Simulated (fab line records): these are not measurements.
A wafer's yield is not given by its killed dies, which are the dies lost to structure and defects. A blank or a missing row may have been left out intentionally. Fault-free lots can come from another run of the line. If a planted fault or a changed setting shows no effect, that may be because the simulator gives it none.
The tool behind it: which one? ; flow gf180mcu ; Sampling: 24 lots, 72 wafers, 4 of 602 route steps

== WHAT THE GAUGES READ, wafer by wafer ==
GF_V2_BOW_MEAS_05. Usual: V2_BOW typically reads 97 um, with standard deviation 7.7.
lot;measured;on;V2_BOW (um);flag
L074;day 19 00:56;film-metro-04;84 93 89;
L075;day 19 07:43;film-metro-02;102 87 83;
L076;day 19 19:03;film-metro-01;103 101 84;
L077;day 20 04:27;film-metro-01;78 96 95;
L078;day 20 20:38;film-metro-01;98 88 81;
L079;day 21 04:28;film-metro-04;97 101 97;
L080;day 21 12:26;film-metro-01;78 101 85;
L081;day 21 20:26;film-metro-04;108 106 96;
L082;day 22 04:20;film-metro-04;94 108 97;
L083;day 22 12:53;film-metro-01;111 91 101;
L084;day 22 21:22;film-metro-01;98 98 86;
L085;day 23 11:09;film-metro-04;96 96 85;
L086;day 23 15:25;film-metro-02;99 93 93;
L087;day 23 20:37;film-metro-04;89 115 95;
L088;day 24 10:27;film-metro-02;96 108 99;
L090;day 25 02:34;film-metro-02;84 104 92;
L089;day 25 02:52;film-metro-04;108 108 108;
L091;day 25 15:32;film-metro-04;103 104 105;
L092;day 25 17:58;film-metro-04;103 92 109;
L093;day 26 01:19;film-metro-01;102 95 114;
L094;day 26 08:30;film-metro-04;94 99 102;
L095;day 26 09:33;film-metro-04;101 105 95;
L096;day 26 21:49;film-metro-02;83 87 88;
L097;day 27 00:22;film-metro-04;104 98 106;

GF_M3_CD_MEAS_14 targets a cd of 280 nm. Usual: 279.8 nm for cd-nm, sd 1.3.
lot;measured;on;cd-nm (nm);flag
L074;day 21 03:08;cd-sem-02;278.2 279.4 279.4;
L075;day 21 09:32;cd-sem-02;282.6 283.2 281.1;
L076;day 21 20:11;cd-sem-02;280.7 281.7 281.4;
L077;day 22 06:08;cd-sem-02;280.2 280.7 279.0;
L078;day 22 20:52;cd-sem-01;279.2 278.6 278.2;
L079;day 23 04:57;cd-sem-01;278.6 279.2 278.3;
L080;day 23 12:49;cd-sem-02;279.1 279.6 279.8;
L081;day 23 20:09;cd-sem-01;279.4 278.8 278.6;
L082;day 24 04:06;cd-sem-02;279.0 278.7 278.0;
L083;day 24 12:04;cd-sem-02;280.5 280.5 280.5;
L084;day 24 20:22;cd-sem-02;280.4 280.3 280.1;
L085;day 25 08:11;cd-sem-02;281.9 281.1 280.2;
L086;day 25 13:55;cd-sem-02;280.4 279.7 278.3;
L087;day 25 21:24;cd-sem-02;281.3 282.8 280.9;
L088;day 26 06:19;cd-sem-02;278.0 279.0 277.8;
L090;day 26 22:52;cd-sem-02;280.0 278.7 279.2;
L089;day 26 23:13;cd-sem-02;276.8 278.3 277.7;
L091;day 27 11:01;cd-sem-02;281.2 281.4 279.4;
L092;day 27 13:03;cd-sem-02;280.4 280.3 280.6;
L093;day 27 20:37;cd-sem-02;279.0 278.9 278.8;
L094;day 28 03:43;cd-sem-01;279.0 278.0 277.7;
L095;day 28 04:08;cd-sem-01;281.2 281.4 281.9;
L096;day 28 16:01;cd-sem-01;279.5 279.6 280.4;
L097;day 28 17:55;cd-sem-01;280.2 278.5 279.8;

== WHICH TOOL RAN EACH LOT (tool, then ch and the chambers of the sampled wafers, then the start) ==
lot;GF_V1_CMP_26;GF_V2_CVD_23
L074;cmp-01 ch 0,1, day 17 22:59;cvd-w-01 ch 0,1, day 20 02:19
L075;cmp-02 ch 1,3, day 18 06:10;cvd-w-01 ch 0,1, day 20 08:41
L076;cmp-02 ch 0,1,2, day 18 17:43;cvd-w-01 ch 0, day 20 19:47
L077;cmp-01 ch 1,2,3, day 19 02:26;cvd-w-01 ch 0,1, day 21 06:01
L078;cmp-01 ch 2,3, day 19 18:31;cvd-w-01 ch 0,1, day 21 21:02
L079;cmp-01 ch 1,2,3, day 20 02:58;cvd-w-01 ch 0,1, day 22 04:49
L080;cmp-02 ch 1,3, day 20 10:59;cvd-w-01 ch 0,1, day 22 12:41
L081;cmp-01 ch 0,2,3, day 20 18:59;cvd-w-01 ch 0,1, day 22 20:27
L082;cmp-02 ch 1,3, day 21 02:17;cvd-w-02 ch 0,1, day 23 04:39
L083;cmp-02 ch 0,1,3, day 21 11:50;cvd-w-02 ch 0,1, day 23 12:44
L084;cmp-01 ch 0,1,2, day 21 19:26;cvd-w-01 ch 0,1, day 23 21:46
L085;cmp-02 ch 0,1,2, day 22 11:04;cvd-w-02 ch 0,1, day 24 10:32
L086;cmp-02 ch 0,3, day 22 14:43;cvd-w-02 ch 0,1, day 24 15:00
L087;cmp-02 ch 1,2,3, day 22 20:10;cvd-w-02 ch 0, day 24 19:56
L088;cmp-01 ch 0,2, day 23 09:55;cvd-w-01 ch 0,1, day 25 08:37
L090;cmp-02 ch 0,1,3, day 24 01:28;cvd-w-02 ch 0,1, day 26 00:56
L089;cmp-02 ch 0,2,3, day 24 02:39;cvd-w-02 ch 1, day 26 01:17
L091;cmp-01 ch 0,1,3, day 24 15:46;cvd-w-01 ch 0,1, day 26 13:29
L092;cmp-01 ch 0,3, day 24 18:34;cvd-w-01 ch 0,1, day 26 16:01
L093;cmp-01 ch 0,2,3, day 25 02:04;cvd-w-01 ch 0,1, day 26 23:16
L094;cmp-02 ch 1,3, day 25 09:05;cvd-w-02 ch 0,1, day 27 06:15
L095;cmp-01 ch 0,1, day 25 10:25;cvd-w-01 ch 0,1, day 27 06:45
L096;cmp-02 ch 0,2, day 25 23:14;cvd-w-01 ch 0,1, day 27 19:26
L097;cmp-01 ch 0,3, day 26 01:54;cvd-w-02 ch 0,1, day 27 21:55
- GF_V1_CMP_26: polishes, stops on SiO2, t overpolish 15 s, target thk 0 nm.
- GF_V2_CVD_23: deposits W, target thk 350 nm, time 104.94 s.

== WHAT THE TOOLS THEMSELVES READ (means of the sampled wafers that have a number; where no wafer has one, the mark that the record gives instead) ==
GF_V1_CMP_26. Usual: motor-current-A 10.9 A, standard deviation 1.5; overpolish-run-s 15.000 s, standard deviation 0.0089; time-to-endpoint-s 84 s, standard deviation 3.6.
lot;tool;motor-current-A (A);overpolish-run-s (s);time-to-endpoint-s (s);flag
L074;cmp-01;9.5;15.007;82;
L075;cmp-02;12.8;15.006;83;
L076;cmp-02;10.8;15.002;84;
L077;cmp-01;10.0;15.007;82;
L078;cmp-01;10.6;14.999;84;
L079;cmp-01;9.9;15.004;86;
L080;cmp-02;11.9;14.995;86;
L081;cmp-01;10.4;14.995;92;
L082;cmp-02;13.0;14.994;89;
L083;cmp-02;11.6;15.008;85;
L084;cmp-01;10.1;15.008;87;
L085;cmp-02;10.9;15.006;83;
L086;cmp-02;12.6;15.003;83;
L087;cmp-02;12.2;15.002;84;
L088;cmp-01;10.4;15.003;86;
L090;cmp-02;11.7;14.996;84;
L089;cmp-02;12.1;14.991;83;
L091;cmp-01;10.3;14.993;84;
L092;cmp-01;10.6;15.001;82;
L093;cmp-01;10.4;15.004;81;
L094;cmp-02;11.7;15.003;83;
L095;cmp-01;10.0;14.997;85;
L096;cmp-02;10.8;15.002;82;
L097;cmp-01;11.0;15.002;84;

GF_V2_CVD_23. Usual: chamber-pressure-Torr 40.01 Torr, standard deviation 0.092; heater-power-w 843 W, standard deviation 54.
lot;tool;chamber-pressure-Torr (Torr);heater-power-w (W);flag
L074;cvd-w-01;40.04;832;
L075;cvd-w-01;40.00;844;
L076;cvd-w-01;40.01;861;
L077;cvd-w-01;40.01;835;
L078;cvd-w-01;40.04;832;
L079;cvd-w-01;39.95;827;
L080;cvd-w-01;40.08;840;
L081;cvd-w-01;40.00;838;
L082;cvd-w-02;40.06;803;
L083;cvd-w-02;39.95;860;
L084;cvd-w-01;40.06;856;
L085;cvd-w-02;40.10;861;
L086;cvd-w-02;40.06;816;
L087;cvd-w-02;39.92;756;
L088;cvd-w-01;39.90;861;
L090;cvd-w-02;40.06;867;
L089;cvd-w-02;39.96;922;
L091;cvd-w-01;39.99;852;
L092;cvd-w-01;39.93;833;
L093;cvd-w-01;40.08;868;
L094;cvd-w-02;39.99;821;
L095;cvd-w-01;40.06;844;
L096;cvd-w-01;39.94;850;
L097;cvd-w-02;40.03;820;

== THE ANSWER, worked out from the rows above alone ==
Rule: take the mean of a lot's wafers that have a number; if it is more than 3 standard deviations from the usual mean, the lot is off. Also off: a lot with no number at a reading for which 4 or more lots have one. Any other lot the step has rows for is counted as sound. Order of review: gauges by route order, followed by the tools' own readings, for which a lot's mean as printed above is used. At the first step where some lot is off, the reading lying furthest off is the one used; lots without a number count as furthest.
No lot is off on any of the readings shown, so nothing can be concluded from this.

== WHAT WAS PUT IN BY THE SIMULATOR ==
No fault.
